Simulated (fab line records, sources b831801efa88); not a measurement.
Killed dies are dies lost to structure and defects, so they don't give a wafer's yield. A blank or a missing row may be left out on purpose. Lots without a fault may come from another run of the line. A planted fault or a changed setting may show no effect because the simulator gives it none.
fab line records | flow sfq_line
record lots=6 wafers=18 last_day=91
route steps=325 shown R5@216 I5@228 C5@240 M6@251
lots that met no fault: from a run of the same line without faults
start_h: hours from the record's first day to the start of the lot's first wafer shown | wait_h: hours since the lot's step before | " the same as in the row above | L1.1+2: a row that stands for several wafers | - no value, or no start given | * or withheld: withheld | < > ~ a bound
route shown NAME@n: a module of which the file shows steps, and the number in the route of the first | usual: mean/standard deviation of fault-free wafers | same: alike in all rows | chamber/n: place in a boat | sites: the reading at each site | _std_site: their standard deviation | _edge_site: outer sites' mean less inner sites' | radius_mm: how far each site lies from the wafer's centre | mask NAME#n: copy n | behind: the tool/chamber that last shaped the wafer | hold: why the lot was held/for how many hours/how that ended | device: the transistor (n, p or np) that didn't switch | end of line: the same wafers' tests at the end of the route | a step without rows: its recipe alone | killed: dies lost to structure and defects at the first sort, not the wafer's yield | map: a wafer's dies, x killed, . not, _ none there
set.NAME: the setting as run; set.NAME@STEP: as run at that earlier step | model.NAME: the simulator's own value behind a step, which no gauge read
lots at some steps of the route; a table a step, a row a wafer
services: from which hour (start_h, from the record's first day; less than 0 if before it) a tool's chamber was out of use, for how many hours, and why
## steps
# step SFQ_R5_THK_MEAS_934
# recipe thk_meas_gauge=xrf reads=MoNx_of_TRILAYER_R5_DEP_SPUTTER_133
# usual R5_MONX_THK=40.4/0.44
# columns lot.wafer tool chamber start_h wait_h R5_MONX_THK[nm]
L857.1 film_metro-04 - 1539.63 0.1 39.7
L857.2 " - " " 39.9
L857.3 " - " " 40.2
L860.3 film_metro-01 - 1563.65 0.1 40.7
L860.5 " - " " 41.2
L860.6 " - " " 41.2
L863.2 film_metro-04 - 1605.64 0.1 40.2
L863.4 " - " " 40.5
L863.5 " - " " 40.7
L868.1 film_metro-03 - 1621.63 0.1 40.6
L868.2 " - " " 40.8
L868.4 " - " " 40.7
L875.1 film_metro-04 - 1673.02 0.1 41.1
L875.2 " - " " 40.6
L875.3 " - " " 40.4
L878.2 film_metro-01 - 1679.03 0.1 40.8
L878.3 " - " " 40.6
L878.4 " - " " 40.6
# step SFQ_TRILAYER_R5_LITHO_COAT_141
# recipe resist=BARC spin_rpm=3000 resist_thk_nm=62
# step SFQ_TRILAYER_R5_LITHO_COAT_136
# recipe resist=KrF spin_rpm=3000 resist_thk_nm=600
# step SFQ_TRILAYER_R5_LITHO_SOFTBAKE_140
# recipe temp_c=withheld time_s=withheld resist=KrF
# step SFQ_TRILAYER_R5_LITHO_EXPOSE_137
# recipe mask_id=R5 na=0.6 source_shape=conventional sigma_outer=0.65 target_cd_nm=500 dose_mj=14.4
# step SFQ_TRILAYER_R5_LITHO_PEB_139
# recipe peb_temp_c=115 peb_time_s=60 resist=KrF
# step SFQ_TRILAYER_R5_LITHO_DEVELOP_138
# recipe time_s=60 resist=KrF
# step SFQ_R5_OVL_MEAS_935
# usual R5_OVL=-2/5.3
# columns lot.wafer tool chamber start_h wait_h R5_OVL[nm]
L857.1 overlay-01 - 1635.61 0.1 -3
L857.2 " - " " -10
L857.3 " - " " 1
L860.3 overlay-01 - 1663.22 0.1 -1
L860.5 " - " " -2
L860.6 " - " " 1
L863.2 overlay-01 - 1711.05 0.1 -3
L863.4 " - " " -2
L863.5 " - " " -1
L868.1 overlay-01 - 1720.87 0.1 1
L868.2 " - " " -14
L868.4 " - " " -1
L875.1 overlay-01 - 1771.27 0.1 -7
L875.2 " - " " -16
L875.3 " - " " -12
L878.2 overlay-01 - 1778.47 0.1 3
L878.3 " - " " -2
L878.4 " - " " 4
# step SFQ_TRILAYER_R5_BARC_OPEN_METAL_ETCH_177
# recipe mask_material=PR chemistry=O2 target_depth_nm=125 target=BARC icp_w=600 bias_w=80 pressure_mtorr=10 time_s=41.7
# step SFQ_TRILAYER_R5_ETCH_METAL_ETCH_139
# recipe stop_on=SiO2 mask_material=PR chemistry=Cl2 target_depth_nm=60 icp_w=600 bias_w=80 pressure_mtorr=10 time_s=40
# usual bias_w=80.02/0.24 drypump_motor_current_A=6.1/0.49 oes_product_au=0.990/0.0053
# columns lot.wafer tool chamber start_h wait_h bias_w drypump_motor_current_A oes_product_au rf_hours_counter_h
L857.1 rie_metal-03 0 1635.71 0.0 79.96 6.4 0.992 71
L857.2 " 1 " " 79.72 6.0 0.995 64
L857.3 " 0 " " 80.19 6.4 0.988 -
L860.3 rie_metal-04 1 1663.33 0.0 80.10 6.6 0.989 -
L860.5 " 1 " " 80.07 6.6 0.988 -
L860.6 " 0 " " 80.58 6.5 0.989 -
L863.2 rie_metal-01 1 1711.14 0.0 79.73 5.6 0.988 96
L863.4 " 0 " " 79.88 5.4 0.988 -
L863.5 " 1 " " 80.03 5.6 0.982 -
L868.1 rie_metal-04 1 1720.96 0.0 79.79 6.7 0.986 44
L868.2 " 0 " " 80.05 6.5 0.996 34
L868.4 " 1 " " 79.81 6.6 0.992 -
L875.1 rie_metal-04 0 1771.36 0.0 80.44 6.5 0.995 41
L875.2 " 1 " " 79.77 6.6 0.980 51
L875.3 " 1 " " 79.94 6.6 0.990 -
L878.2 rie_metal-04 0 1778.56 0.0 79.72 6.4 1.006 42
L878.3 " 1 " " 79.89 6.6 0.993 -
L878.4 " 0 " " 80.00 6.5 0.990 -
# step SFQ_TRILAYER_R5_STRIP_STRIP_140
# recipe gas=O2 power_w=200 platen_temp_c=40 overash_fraction=0.65 chemistry=O2 pressure_mtorr=50
# usual drypump_motor_current_A=6.1/0.48 oes_product_au=1.003/0.0079 platen_temp_c=40.01/0.11
# columns lot.wafer tool chamber start_h wait_h drypump_motor_current_A oes_product_au platen_temp_c rf_hours_counter_h
L857.1 rie_metal-03 0 1635.76 0.0 6.4 1.007 40.10 71
L857.2 " 1 " " 6.0 1.005 39.90 64
L857.3 " 0 " " 6.4 1.006 39.98 -
L860.3 rie_metal-04 1 1663.56 0.2 6.7 1.004 39.99 -
L860.5 " 1 " " 6.7 1.000 40.16 -
L860.6 " 0 " " 6.5 1.002 40.07 -
L863.2 rie_metal-01 1 1711.19 0.0 5.6 0.991 39.90 96
L863.4 " 0 " " 5.4 0.996 40.24 -
L863.5 " 1 " " 5.6 0.980 40.02 -
L868.1 rie_metal-04 1 1721.02 0.0 6.6 1.025 40.02 44
L868.2 " 0 " " 6.5 1.021 40.01 34
L868.4 " 1 " " 6.6 1.012 39.84 -
L875.1 rie_metal-04 0 1771.42 0.0 6.4 1.015 40.25 41
L875.2 " 1 " " 6.6 1.006 40.21 51
L875.3 " 1 " " 6.6 1.004 40.23 -
L878.2 rie_metal-04 0 1778.62 0.0 6.5 1.012 39.92 42
L878.3 " 1 " " 6.6 1.014 40.14 -
L878.4 " 0 " " 6.5 1.011 40.06 -
# step SFQ_TRILAYER_R5_STRIP_SOLV_CLEAN_141
# recipe chemistry=NMP temp_c=70 time_s=600
# step SFQ_TRILAYER_A5C_DEP_PECVD_142
# recipe material=SiO2 temp_c=150 time_s=15.556 pressure_torr=2.4 rf_w=183.3 precursor=SiH4/N2O target_thk_nm=70
# usual chamber_pressure_Torr=2.401/0.0045 heater_power_w=94/13 showerhead_vpp_V=856/41 susceptor_temp_C=149.99/0.16 throttle_valve_pct=24.6/1.3
# columns lot.wafer tool chamber start_h wait_h chamber_pressure_Torr heater_power_w showerhead_vpp_V susceptor_temp_C throttle_valve_pct model.SiO2_of_TRILAYER_A5C_DEP_PECVD_142.thk_nm
L857.1 pecvd-02 2 1636.71 0.0 2.398 104 837 149.67 25.4 70.17
L857.2 " 1 " " 2.401 78 886 149.98 25.3 70.5
L857.3 " 0 " " 2.392 106 869 150.10 23.3 70.71
L860.3 pecvd-01 2 1664.14 0.0 2.401 104 858 149.89 25.4 67.64
L860.5 " 0 " " 2.397 92 862 150.24 25.6 68.83
L860.6 " 2 " " 2.400 104 860 150.09 25.2 69.32
L863.2 pecvd-03 2 1711.97 0.0 2.399 70 934 150.12 24.7 69.27
L863.4 " 0 " " 2.404 100 798 149.99 27.0 71.1
L863.5 " 2 " " 2.407 71 944 150.10 24.5 71.21
L868.1 pecvd-03 0 1721.79 0.0 2.391 96 802 149.81 27.0 69.98
L868.2 " 0 " " 2.403 97 807 149.80 27.2 70.86
L868.4 " 0 " " 2.401 97 808 149.73 27.2 71.38
L875.1 pecvd-01 1 1772.19 0.0 2.403 111 880 149.89 22.4 68.85
L875.2 " 2 " " 2.401 111 880 150.14 23.3 25.04
L875.3 " 0 " " 2.406 92 841 150.23 23.8 68.53
L878.2 pecvd-01 0 1779.41 0.0 2.398 96 839 149.88 24.1 23.78
L878.3 " 2 " " 2.401 113 880 149.92 23.2 68.95
L878.4 " 1 " " 2.403 104 895 150.07 22.5 24.14
# step SFQ_TRILAYER_I5_LITHO_COAT_149
# recipe resist=BARC spin_rpm=3000 resist_thk_nm=62
# step SFQ_TRILAYER_I5_LITHO_COAT_144
# recipe resist=KrF spin_rpm=3000 resist_thk_nm=650
# step SFQ_TRILAYER_I5_LITHO_SOFTBAKE_148
# recipe temp_c=withheld time_s=withheld resist=KrF
# step SFQ_TRILAYER_I5_LITHO_EXPOSE_145
# recipe mask_id=I5 na=0.6 source_shape=conventional sigma_outer=0.65 target_cd_nm=700 dose_mj=21.3
# step SFQ_TRILAYER_I5_LITHO_PEB_147
# recipe peb_temp_c=115 peb_time_s=60 resist=KrF
# step SFQ_TRILAYER_I5_LITHO_DEVELOP_146
# recipe time_s=60 resist=KrF
# step SFQ_I5_OVL_MEAS_936
# usual I5_OVL=2/4.5
# columns lot.wafer tool chamber start_h wait_h I5_OVL[nm]
L857.1 overlay-02 - 1649.07 0.1 5
L857.2 " - " " 1
L857.3 " - " " 0
L860.3 overlay-02 - 1681.35 0.1 -2
L860.5 " - " " -4
L860.6 " - " " -3
L863.2 overlay-02 - 1717.15 0.1 -3
L863.4 " - " " 0
L863.5 " - " " -3
L868.1 overlay-02 - 1728.36 0.1 -4
L868.2 " - " " -5
L868.4 " - " " -10
L875.1 overlay-01 - 1774.60 0.1 -2
L875.2 " - " " 3
L875.3 " - " " 3
L878.2 overlay-02 - 1782.13 0.1 -1
L878.3 " - " " 1
L878.4 " - " " -5
# step SFQ_TRILAYER_I5_BARC_OPEN_VIA_ETCH_200
# recipe mask_material=PR chemistry=O2 target_depth_nm=125 target=BARC source_w=500 bias_w=80 pressure_mtorr=30 time_s=41.7
# step SFQ_TRILAYER_I5_ETCH_VIA_ETCH_147
# recipe stop_on=Nb mask_material=PR chemistry=CHF3 target_depth_nm=360 source_w=500 bias_w=80 pressure_mtorr=30 time_s=withheld
# usual bias_w=79.99/0.22 drypump_motor_current_A=5.6/0.4 oes_product_au=0.989/0.0054
# columns lot.wafer tool chamber start_h wait_h bias_w drypump_motor_current_A oes_product_au
L857.1 rie_diel-04 2 1649.14 0.0 80.10 5.5 0.992
L857.2 " 3 " " 80.17 5.9 0.992
L857.3 " 0 " " 79.96 5.5 0.991
L860.3 rie_diel-04 2 1681.41 0.0 79.82 5.5 0.991
L860.5 " 1 " " 79.79 6.2 0.982
L860.6 " 2 " " 79.96 5.5 0.986
L863.2 rie_diel-01 1 1717.22 0.0 79.66 5.4 0.990
L863.4 " 3 " " 80.56 5.4 0.980
L863.5 " 1 " " 80.08 5.4 0.992
L868.1 rie_diel-04 2 1728.44 0.0 79.84 5.5 0.988
L868.2 " 3 " " 80.09 5.9 0.986
L868.4 " 1 " " 79.85 6.2 0.987
L875.1 rie_diel-01 2 1774.67 0.0 80.39 5.5 0.975
L875.2 " 0 " " 79.69 6.2 0.980
L875.3 " 3 " " 79.98 5.4 0.991
L878.2 rie_diel-01 2 1782.20 0.0 80.16 5.5 0.992
L878.3 " 3 " " 80.13 5.4 0.988
L878.4 " 0 " " 79.60 6.2 0.992
# step SFQ_TRILAYER_I5_STRIP_STRIP_148
# recipe gas=O2 power_w=200 platen_temp_c=40 overash_fraction=0.65 chemistry=O2 pressure_mtorr=50
# step SFQ_TRILAYER_I5_STRIP_SOLV_CLEAN_149
# recipe chemistry=NMP temp_c=70 time_s=600
# step SFQ_TRILAYER_C5_LITHO_COAT_156
# recipe resist=BARC spin_rpm=3000 resist_thk_nm=62
# step SFQ_TRILAYER_C5_LITHO_COAT_151
# recipe resist=KrF spin_rpm=3000 resist_thk_nm=650
# step SFQ_TRILAYER_C5_LITHO_SOFTBAKE_155
# recipe temp_c=withheld time_s=withheld resist=KrF
# step SFQ_TRILAYER_C5_LITHO_EXPOSE_152
# recipe mask_id=C5 na=0.6 source_shape=conventional sigma_outer=0.65 target_cd_nm=500 dose_mj=21.3
# step SFQ_TRILAYER_C5_LITHO_PEB_154
# recipe peb_temp_c=115 peb_time_s=60 resist=KrF
# step SFQ_TRILAYER_C5_LITHO_DEVELOP_153
# recipe time_s=60 resist=KrF
# step SFQ_C5_OVL_MEAS_937
# usual C5_OVL=0/5
# columns lot.wafer tool chamber start_h wait_h C5_OVL[nm]
L857.1 overlay-02 - 1712.37 0.1 5
L857.2 " - " " -1
L857.3 " - " " -2
L860.3 overlay-01 - 1783.28 0.1 1
L860.5 " - " " 0
L860.6 " - " " 4
L863.2 overlay-02 - 1826.47 0.1 7
L863.4 " - " " 5
L863.5 " - " " 2
L868.1 overlay-01 - 1836.07 0.1 2
L868.2 " - " " 8
L868.4 " - " " 4
L875.1 overlay-01 - 1877.74 0.1 4
L875.2 " - " " 2
L875.3 " - " " 1
L878.2 overlay-02 - 1882.54 0.1 -4
L878.3 " - " " -2
L878.4 " - " " -7
# step SFQ_TRILAYER_C5_BARC_OPEN_VIA_ETCH_210
# recipe mask_material=PR chemistry=O2 target_depth_nm=125 target=BARC source_w=500 bias_w=80 pressure_mtorr=30 time_s=41.7
# usual bias_w=80.04/0.27 drypump_motor_current_A=5.7/0.41 oes_product_au=0.685/0.0045
# columns lot.wafer tool chamber start_h wait_h bias_w drypump_motor_current_A oes_product_au rf_hours_counter_h
L857.1 rie_diel-04 3 1712.40 0.0 79.98 5.9 0.684 3
L857.2 " 0 " " 79.98 5.5 0.684 10
L857.3 " 2 " " 79.85 5.5 0.681 16
L860.3 rie_diel-02 1 1783.30 0.0 80.09 5.2 0.691 17
L860.5 " 3 " " 80.38 6.2 0.688 -
L860.6 " 0 " " 80.72 5.9 0.689 -
L863.2 rie_diel-03 2 1826.50 0.0 79.53 4.7 0.685 4
L863.4 " 0 " " 79.82 5.5 0.684 1
L863.5 " 2 " " 79.05 4.7 0.682 -
L868.1 rie_diel-03 0 1836.10 0.0 79.90 5.6 0.684 1
L868.2 " 2 " " 80.26 4.7 0.679 4
L868.4 " 1 " " 80.23 5.6 0.692 13
L875.1 rie_diel-02 3 1877.77 0.0 80.22 6.2 0.685 14
L875.2 " 2 " " 79.98 5.9 0.683 5
L875.3 " 0 " " 80.37 6.0 0.689 4
L878.2 rie_diel-03 0 1882.57 0.0 80.35 5.6 0.685 2
L878.3 " 2 " " 80.21 4.7 0.686 5
L878.4 " 3 " " 80.02 5.8 0.690 13
# step SFQ_TRILAYER_C5_ETCH_VIA_ETCH_154
# recipe target=SiO2 mask_material=PR chemistry=CHF3 target_depth_nm=84 source_w=500 bias_w=80 pressure_mtorr=30 time_s=withheld stop_on=Nb
# usual bias_w=80.04/0.23 drypump_motor_current_A=5.7/0.4 oes_product_au=0.893/0.0082
# columns lot.wafer tool chamber start_h wait_h bias_w drypump_motor_current_A oes_product_au model.etch.depth_nm model.C5.feature_depth_nm
L857.1 rie_diel-04 3 1712.44 0.0 80.02 5.9 0.883 70.17 70.17
L857.2 " 0 " " 80.31 5.5 0.902 70.5 70.5
L857.3 " 2 " " 80.00 5.5 0.906 70.71 70.71
L860.3 rie_diel-02 1 1783.34 0.0 79.45 5.2 0.882 67.64 67.64
L860.5 " 3 " " 80.28 6.2 0.890 68.83 68.83
L860.6 " 0 " " 79.85 5.9 0.899 69.32 69.32
L863.2 rie_diel-03 2 1826.54 0.0 80.01 4.7 0.891 69.27 69.27
L863.4 " 0 " " 80.09 5.6 0.896 71.1 71.1
L863.5 " 2 " " 80.06 4.7 0.899 71.21 71.21
L868.1 rie_diel-03 0 1836.14 0.0 79.89 5.6 0.891 69.98 69.98
L868.2 " 2 " " 80.36 4.7 0.896 70.86 70.86
L868.4 " 1 " " 79.63 5.6 0.909 71.38 71.38
L875.1 rie_diel-02 3 1877.81 0.0 80.14 6.2 0.884 68.85 68.85
L875.2 " 2 " " 80.03 5.9 0.564 25.04 25.04
L875.3 " 0 " " 79.92 6.0 0.884 68.53 68.53
L878.2 rie_diel-03 0 1882.61 0.0 79.93 5.5 0.554 23.78 23.78
L878.3 " 2 " " 80.12 4.7 0.886 68.95 68.95
L878.4 " 3 " " 80.06 5.7 0.559 24.14 24.14
# step SFQ_TRILAYER_C5_STRIP_STRIP_155
# recipe gas=O2 power_w=200 platen_temp_c=40 overash_fraction=0.65 chemistry=O2 pressure_mtorr=50
# usual drypump_motor_current_A=5.9/0.46 oes_product_au=0.997/0.0077 platen_temp_c=40.00/0.12
# columns lot.wafer tool chamber start_h wait_h drypump_motor_current_A oes_product_au platen_temp_c rf_hours_counter_h
L857.1 rie_metal-02 0 1712.49 - 6.1 0.995 40.11 94
L857.2 " 1 " " 5.6 0.998 39.97 43
L857.3 " 0 " " 6.1 0.994 40.14 -
L860.3 rie_metal-04 0 1783.59 - 6.4 0.992 39.99 -
L860.5 " 0 " " 6.5 0.998 40.19 -
L860.6 " 1 " " 6.6 0.990 39.98 -
L863.2 rie_metal-02 0 1826.59 - 6.1 0.996 40.00 108
L863.4 " 0 " " 6.1 0.995 40.05 -
L863.5 " 0 " " 6.1 0.997 39.99 -
L868.1 rie_metal-02 0 1836.19 - 6.1 0.996 40.10 110
L868.2 " 1 " " 5.6 1.001 40.18 58
L868.4 " 0 " " 6.1 0.994 40.00 -
L875.1 rie_metal-01 0 1877.86 - 5.4 1.002 39.91 61
L875.2 " 1 " " 5.6 0.990 40.01 124
L875.3 " 1 " " 5.6 0.996 39.73 -
L878.2 rie_metal-01 1 1882.66 - 5.6 1.005 39.91 125
L878.3 " 1 " " 5.6 1.008 39.75 -
L878.4 " 0 " " 5.3 0.991 40.13 -
# step SFQ_TRILAYER_C5_STRIP_SOLV_CLEAN_156
# recipe chemistry=NMP temp_c=70 time_s=600
# step SFQ_TRILAYER_M6_DEP_PRE_CLEAN_158
# recipe gas=Ar time_s=22.5 bias_v=250
# columns lot.wafer tool chamber start_h wait_h model.SiO2_of_TRILAYER_A5C_DEP_PECVD_142.thk_nm
L857.1 pvd_sputter-03 - 1713.26 0.0 62.67
L857.2 " - " " 63
L857.3 " - " " 63.21
L860.3 pvd_sputter-06 - 1784.18 0.0 60.14
L860.5 " - " " 61.34
L860.6 " - " " 61.82
L863.2 pvd_sputter-04 - 1827.36 0.0 61.77
L863.4 " - " " 63.6
L863.5 " - " " 63.71
L868.1 pvd_sputter-06 - 1836.96 0.0 62.48
L868.2 " - " " 63.36
L868.4 " - " " 63.88
L875.1 pvd_sputter-04 - 1878.64 0.0 61.35
L875.2 " - " " 17.54
L875.3 " - " " 61.03
L878.2 pvd_sputter-04 - 1883.45 0.0 16.28
L878.3 " - " " 61.45
L878.4 " - " " 16.64
# step SFQ_TRILAYER_M6_DEP_SPUTTER_157
# recipe material=Nb base_pressure_pa=1.33e-06 chamber_pressure_pa=0.1333 substrate_temp_c=20 target_thk_nm=200 power_w=2000 time_s=133.3
## services
# columns tool chamber start_h hours kind
pvd_sputter-04 - 1614.92 2.7 repair
rie_diel-02 3 1615.33 1.4 repair
rie_diel-02 1 1619.84 5.1 repair
pecvd-01 1 1626.71 4.2 repair
pecvd-01 2 1635.32 5.9 repair
rie_diel-02 2 1652.98 13.4 repair
rie_diel-01 0 1671.36 8.2 repair
rie_diel-02 3 1676.54 6.4 repair
rie_diel-03 1 1685.58 2.1 repair
pecvd-01 - 1686.25 14.0 pm
rie_diel-01 0 1694.55 10.4 repair
pecvd-01 - 1701.32 2.2 repair
rie_metal-01 - 1702.78 0.2 repair
rie_diel-02 0 1714.11 6.5 repair
rie_diel-02 0 1722.91 16.1 repair
rie_diel-02 1 1736.06 1.7 repair
rie_diel-04 3 1748.55 6.2 repair
rie_diel-03 3 1757.79 6.9 repair
rie_diel-03 0 1788.05 6.0 repair
rie_diel-03 - 1789.89 0.4 repair
rie_diel-02 2 1793.02 4.3 repair
rie_diel-02 - 1828.77 0.7 repair
rie_metal-01 0 1843.55 2.5 repair
rie_metal-04 - 1882.24 4.3 pm
## key
first_sign step=SFQ_TRILAYER_C5_ETCH_VIA_ETCH_154 reading=oes_product_au direction=down sigmas=41 usual=0.893 struck=0.559
effect none on later readings
model_effect step=SFQ_TRILAYER_A5C_DEP_PECVD_142 value=SiO2_of_TRILAYER_A5C_DEP_PECVD_142.thk_nm without=69.36 struck=24.32
model_effect step=SFQ_TRILAYER_C5_ETCH_VIA_ETCH_154 value=etch.depth_nm without=69.36 struck=24.32
model_effect step=SFQ_TRILAYER_M6_DEP_PRE_CLEAN_158 value=SiO2_of_TRILAYER_A5C_DEP_PECVD_142.thk_nm without=61.86 struck=16.82
met_at SFQ_TRILAYER_A5C_DEP_PECVD_142
struck_wafers L875.2,L878.2,L878.4
onset_between 1664.14 1772.19
fault kind=process_parameter_drift tool=pecvd-01 chamber=- onset_h=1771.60 steps=SFQ_TRILAYER_A5C_DEP_PECVD_142 channel=target_thk_nm offset=-45.158 shape=step end_h=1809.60 scope=struck_wafers_only acts_in=these_recipes_only stated=70
